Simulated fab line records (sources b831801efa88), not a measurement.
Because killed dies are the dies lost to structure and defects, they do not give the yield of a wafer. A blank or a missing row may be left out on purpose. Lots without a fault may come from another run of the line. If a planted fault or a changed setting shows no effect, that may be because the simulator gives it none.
What tool caused it? / flow gf180mcu / 13 lots, 39 wafers sampled, at 4 steps of a route of 602

WHAT THE GAUGES READ, wafer by wafer
GF_SALICIDE_RS_MEAS_04: the measuring method here is four-point-probe. Usual: for SALICIDE_TIN_RS the level is 16.32 ohm/sq and the standard deviation is 0.29.
lot=L466; measured=day 15 02:55; on=film-metro-01; SALICIDE_TIN_RS (ohm/sq)=16.76 16.55 16.73; flag=
lot=L467; measured=day 15 12:11; on=film-metro-01; SALICIDE_TIN_RS (ohm/sq)=16.57 16.14 16.16; flag=
lot=L468; measured=day 15 22:35; on=film-metro-01; SALICIDE_TIN_RS (ohm/sq)=16.48 16.62 16.84; flag=
lot=L469; measured=day 16 10:16; on=film-metro-04; SALICIDE_TIN_RS (ohm/sq)=16.45 16.10 16.49; flag=
lot=L474; measured=day 18 08:22; on=film-metro-01; SALICIDE_TIN_RS (ohm/sq)=8.23 8.32 8.45; flag=OFF
lot=L476; measured=day 19 23:55; on=film-metro-02; SALICIDE_TIN_RS (ohm/sq)=8.36 8.28 8.38; flag=OFF
lot=L482; measured=day 21 12:02; on=film-metro-04; SALICIDE_TIN_RS (ohm/sq)=16.46 16.13 16.08; flag=
lot=L481; measured=day 21 13:31; on=film-metro-01; SALICIDE_TIN_RS (ohm/sq)=16.43 16.50 16.66; flag=
lot=L485; measured=day 22 01:11; on=film-metro-01; SALICIDE_TIN_RS (ohm/sq)=16.75 16.46 16.14; flag=
lot=L484; measured=day 22 08:14; on=film-metro-01; SALICIDE_TIN_RS (ohm/sq)=16.42 16.11 16.25; flag=
lot=L486; measured=day 22 16:11; on=film-metro-04; SALICIDE_TIN_RS (ohm/sq)=16.56 16.28 16.17; flag=
lot=L487; measured=day 22 22:34; on=film-metro-01; SALICIDE_TIN_RS (ohm/sq)=16.85 16.81 16.91; flag=
lot=L488; measured=day 23 04:38; on=film-metro-02; SALICIDE_TIN_RS (ohm/sq)=15.93 15.97 16.05; flag=

GF_SALICIDE_THK_MEAS_05: measures by xrf. Usual: for SALICIDE_TIN_THK the level is 19.75 nm and the standard deviation is 0.27.
lot=L466; measured=day 15 03:02; on=film-metro-01; SALICIDE_TIN_THK (nm)=19.58 19.57 19.49; flag=
lot=L467; measured=day 15 12:18; on=film-metro-01; SALICIDE_TIN_THK (nm)=19.53 19.78 19.69; flag=
lot=L468; measured=day 15 22:42; on=film-metro-01; SALICIDE_TIN_THK (nm)=19.58 19.88 19.75; flag=
lot=L469; measured=day 16 10:23; on=film-metro-04; SALICIDE_TIN_THK (nm)=20.06 20.17 20.15; flag=
lot=L474; measured=day 18 08:34; on=film-metro-01; SALICIDE_TIN_THK (nm)=19.60 19.32 19.56; flag=
lot=L476; measured=day 20 00:02; on=film-metro-02; SALICIDE_TIN_THK (nm)=20.08 20.14 20.16; flag=
lot=L482; measured=day 21 12:08; on=film-metro-04; SALICIDE_TIN_THK (nm)=19.92 20.10 19.97; flag=
lot=L481; measured=day 21 13:38; on=film-metro-01; SALICIDE_TIN_THK (nm)=19.65 19.39 19.24; flag=
lot=L485; measured=day 22 01:19; on=film-metro-01; SALICIDE_TIN_THK (nm)=19.66 19.98 19.88; flag=
lot=L484; measured=day 22 08:22; on=film-metro-01; SALICIDE_TIN_THK (nm)=19.64 19.68 19.50; flag=
lot=L486; measured=day 22 16:18; on=film-metro-04; SALICIDE_TIN_THK (nm)=19.85 19.77 19.62; flag=
lot=L487; measured=day 22 22:41; on=film-metro-01; SALICIDE_TIN_THK (nm)=19.46 19.43 19.31; flag=
lot=L488; measured=day 23 04:44; on=film-metro-02; SALICIDE_TIN_THK (nm)=19.57 19.62 19.64; flag=

GF_CONTACT_BOW_MEAS_05. Usual: for CONTACT_BOW the level is 68 um and the standard deviation is 7.
lot=L466; measured=day 15 03:56; on=film-metro-02; CONTACT_BOW (um)=71 63 65; flag=
lot=L467; measured=day 15 13:12; on=film-metro-03; CONTACT_BOW (um)=66 71 77; flag=
lot=L468; measured=day 15 23:35; on=film-metro-04; CONTACT_BOW (um)=66 82 76; flag=
lot=L469; measured=day 16 11:17; on=film-metro-02; CONTACT_BOW (um)=86 66 76; flag=
lot=L474; measured=day 18 09:29; on=film-metro-03; CONTACT_BOW (um)=58 57 63; flag=
lot=L476; measured=day 20 00:55; on=film-metro-03; CONTACT_BOW (um)=72 78 66; flag=
lot=L482; measured=day 21 13:02; on=film-metro-04; CONTACT_BOW (um)=64 75 64; flag=
lot=L481; measured=day 21 14:31; on=film-metro-02; CONTACT_BOW (um)=77 67 66; flag=
lot=L485; measured=day 22 02:11; on=film-metro-03; CONTACT_BOW (um)=78 54 72; flag=
lot=L484; measured=day 22 09:34; on=film-metro-04; CONTACT_BOW (um)=69 69 68; flag=
lot=L486; measured=day 22 17:11; on=film-metro-02; CONTACT_BOW (um)=71 63 63; flag=
lot=L487; measured=day 22 23:35; on=film-metro-02; CONTACT_BOW (um)=67 75 67; flag=
lot=L488; measured=day 23 05:38; on=film-metro-02; CONTACT_BOW (um)=68 78 70; flag=

TOOL THAT RAN EACH LOT (tool first, then ch and the chambers of the sampled wafers, then the start)
lot=L466; GF_SALICIDE_SPUTTER_02=pvd-sputter-01, day 15 02:52
lot=L467; GF_SALICIDE_SPUTTER_02=pvd-sputter-03, day 15 12:07
lot=L468; GF_SALICIDE_SPUTTER_02=pvd-sputter-03, day 15 22:32
lot=L469; GF_SALICIDE_SPUTTER_02=pvd-sputter-03, day 16 10:13
lot=L474; GF_SALICIDE_SPUTTER_02=pvd-sputter-03, day 18 08:07
lot=L476; GF_SALICIDE_SPUTTER_02=pvd-sputter-02, day 19 23:40
lot=L482; GF_SALICIDE_SPUTTER_02=pvd-sputter-02, day 21 11:58
lot=L481; GF_SALICIDE_SPUTTER_02=pvd-sputter-03, day 21 13:28
lot=L485; GF_SALICIDE_SPUTTER_02=pvd-sputter-01, day 22 01:08
lot=L484; GF_SALICIDE_SPUTTER_02=pvd-sputter-02, day 22 08:11
lot=L486; GF_SALICIDE_SPUTTER_02=pvd-sputter-01, day 22 16:08
lot=L487; GF_SALICIDE_SPUTTER_02=pvd-sputter-02, day 22 22:30
lot=L488; GF_SALICIDE_SPUTTER_02=pvd-sputter-02, day 23 04:32
- GF_SALICIDE_SPUTTER_02: material Co, target thk 10 nm, time 20 s.

WHAT THE TOOLS THEMSELVES READ (means of the sampled wafers that have a number; where no wafer has one, the mark that the record gives instead)
GF_SALICIDE_SPUTTER_02. Usual: 29.6 % for throttle-valve-pct, sd 0.94.
lot=L466; tool=pvd-sputter-01; throttle-valve-pct (%)=30.2; flag=
lot=L467; tool=pvd-sputter-03; throttle-valve-pct (%)=29.7; flag=
lot=L468; tool=pvd-sputter-03; throttle-valve-pct (%)=29.6; flag=
lot=L469; tool=pvd-sputter-03; throttle-valve-pct (%)=29.1; flag=
lot=L474; tool=pvd-sputter-03; throttle-valve-pct (%)=28.9; flag=
lot=L476; tool=pvd-sputter-02; throttle-valve-pct (%)=29.2; flag=
lot=L482; tool=pvd-sputter-02; throttle-valve-pct (%)=30.2; flag=
lot=L481; tool=pvd-sputter-03; throttle-valve-pct (%)=29.7; flag=
lot=L485; tool=pvd-sputter-01; throttle-valve-pct (%)=30.1; flag=
lot=L484; tool=pvd-sputter-02; throttle-valve-pct (%)=29.0; flag=
lot=L486; tool=pvd-sputter-01; throttle-valve-pct (%)=30.0; flag=
lot=L487; tool=pvd-sputter-02; throttle-valve-pct (%)=29.9; flag=
lot=L488; tool=pvd-sputter-02; throttle-valve-pct (%)=30.1; flag=

THE ANSWER, worked out from the rows above alone
Rule: a lot is off if the mean of its wafers that have a number lies more than 3 standard deviations from the usual mean. Also off: a lot with no number at a reading for which 4 or more lots have one. Where the step has rows for the other lots, those lots are counted as sound. Order of review: gauges by route order, followed by the tools' own readings, for which a lot's mean as printed above is used. The first step at which some lot is off is used, and at that step the reading that is off furthest; a lot without a number counts as furthest.
Off: L474, L476, seen at GF_SALICIDE_RS_MEAS_04 (SALICIDE_TIN_RS).
A tool fits if, at a process step before that reading, it ran every lot that is off, and no sound lot after the first of them. The gauges at GF_SALICIDE_RS_MEAS_04 are tried like those tools. Not one of the candidates tried fits.

WHAT WAS PUT IN BY THE SIMULATOR
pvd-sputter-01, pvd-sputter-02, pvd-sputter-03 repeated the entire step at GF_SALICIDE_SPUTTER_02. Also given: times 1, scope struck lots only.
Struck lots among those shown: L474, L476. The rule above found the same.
